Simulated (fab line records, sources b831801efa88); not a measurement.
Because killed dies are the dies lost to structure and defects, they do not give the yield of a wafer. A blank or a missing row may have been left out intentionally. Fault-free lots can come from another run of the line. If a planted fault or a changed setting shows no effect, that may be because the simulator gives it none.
Which tool was responsible? ; flow sky130 ; route of 708 steps, sampled at 1 step: 12 lots, 36 wafers

WHAT THE GAUGES SHOWED, per wafer
SKY_VIA1_THK_MEAS_01.
lot;measured;on;VIA1_HDPCVD_THK (nm)
L075;day 33 11:05;film metro-03;1040 1031 1026
L077;day 34 01:50;film metro-03;1013 1018 1007
L079;day 34 12:45;film metro-03;1033 1024 1046
L081;day 35 06:12;film metro-03;1033 1016 1026
L083;day 36 00:08;film metro-03;1025 1031 1051
L085;day 36 13:11;film metro-03;1017 1012 1023
L087;day 37 03:52;film metro-02;1040 1028 1061
L089;day 37 19:33;film metro-04;1029 1018 1030
L091;day 38 11:10;film metro-03;1029 1030 1028
L093;day 38 21:41;film metro-02;1006 1020 1014
L095;day 39 11:00;film metro-03;1025 1016 1023
L097;day 40 08:48;film metro-02;1030 1017 1030

WHICH TOOL RAN EACH LOT (tool, then ch and the chambers of the sampled wafers, then the start)
Before these readings, the record contains no process step.

THE ANSWER, worked out from the rows above alone
Rule: what is usual is taken from the lots themselves. Put in order of their means at a reading, lots are off if they are a third of the lots or fewer, leave a main group of 4 or more, and stand apart from it by a gap of 3 or more times the standard deviation of the main group's means; of several such gaps the widest counts. A main group is skipped when, at the precision printed for the reading in the tables above, its means are all equal. A lot without any number at a reading at which 4 lots or more have one is off too. Where the step has rows for the other lots, those lots are counted as sound.
No lot is off at any reading shown: from this, nothing can be told.

WHAT THE SIMULATOR PUT IN
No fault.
